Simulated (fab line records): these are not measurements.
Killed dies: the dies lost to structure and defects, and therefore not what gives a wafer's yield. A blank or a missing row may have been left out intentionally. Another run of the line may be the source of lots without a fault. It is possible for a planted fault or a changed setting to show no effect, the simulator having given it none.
Chamber matching :: flow sky130 :: SKY_VIA1_ETCH_15 on rie diel-03: 4 sister chambers
The step etches SiO2 in C4F8/O2/Ar, stops on TiN, target depth 351 nm, time 54 s. 16 wafers are shown with their chamber, then 8 later ones without.

EACH WAFER AND ITS CHAMBER
wafer: L077.2
chamber: 2
oes product au (a.u.): 0.986

wafer: L077.4
chamber: 2
oes product au (a.u.): 0.986

wafer: L077.5
chamber: 0
oes product au (a.u.): 0.989

wafer: L079.1
chamber: 0
oes product au (a.u.): 0.980

wafer: L079.2
chamber: 3
oes product au (a.u.): 0.975

wafer: L079.3
chamber: 2
oes product au (a.u.): 0.988

wafer: L083.2
chamber: 2
oes product au (a.u.): 0.990

wafer: L083.3
chamber: 0
oes product au (a.u.): 0.986

wafer: L083.4
chamber: 3
oes product au (a.u.): 0.974

wafer: L084.1
chamber: 1
oes product au (a.u.): 0.983

wafer: L084.4
chamber: 2
oes product au (a.u.): 0.993

wafer: L084.6
chamber: 2
oes product au (a.u.): 0.980

wafer: L086.1
chamber: 0
oes product au (a.u.): 0.986

wafer: L086.2
chamber: 3
oes product au (a.u.): 0.985

wafer: L086.6
chamber: 0
oes product au (a.u.): 0.988

wafer: L091.2
chamber: 3
oes product au (a.u.): 0.976

SIGNATURES (averages over the wafers above)
reading: oes product au
chamber 0: 0.98580
chamber 1: 0.98300
chamber 2: 0.98717
chamber 3: 0.97750
scatter within a chamber: 0.00431
Rule: for each reading, subtract the chamber's mean from the wafer's reading, divide by that reading's scatter and square the result; add these up over the readings and take the root, which gives the wafer's distance from the chamber. The wafer belongs to the nearest chamber; if the next one is less than 2 further off, it can't be placed. The scatter: take each reading less its chamber's mean, square it, sum over the shown wafers, divide by the number of wafers less the number of chambers, and take the root.

WAFERS WITH NO CHAMBER GIVEN
wafer: L091.3
oes product au (a.u.): 0.976

wafer: L091.6
oes product au (a.u.): 0.992

wafer: L094.1
oes product au (a.u.): 0.995

wafer: L094.3
oes product au (a.u.): 0.983

wafer: L094.6
oes product au (a.u.): 0.988

wafer: L097.3
oes product au (a.u.): 0.989

wafer: L097.4
oes product au (a.u.): 0.986

wafer: L097.5
oes product au (a.u.): 0.966

THE CHAMBER EACH PASSED THROUGH
wafer: L091.3
from the rows above: can't be placed: 3 or 1 or 0
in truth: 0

wafer: L091.6
from the rows above: can't be placed: 2 or 0 or 1
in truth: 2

wafer: L094.1
from the rows above: can't be placed: 2 or 0 or 1
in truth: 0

wafer: L094.3
from the rows above: can't be placed: 1 or 0 or 2 or 3
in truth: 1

wafer: L094.6
from the rows above: can't be placed: 2 or 0 or 1
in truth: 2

wafer: L097.3
from the rows above: can't be placed: 2 or 0 or 1
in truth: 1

wafer: L097.4
from the rows above: can't be placed: 0 or 2 or 1 or 3
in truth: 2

wafer: L097.5
from the rows above: can't be placed: 3 or 1 or 0
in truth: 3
0 of 8 placed correctly. From these rows, 8 cannot be placed; in 8 the true chamber is one of the candidates. Wrongly placed: 0.
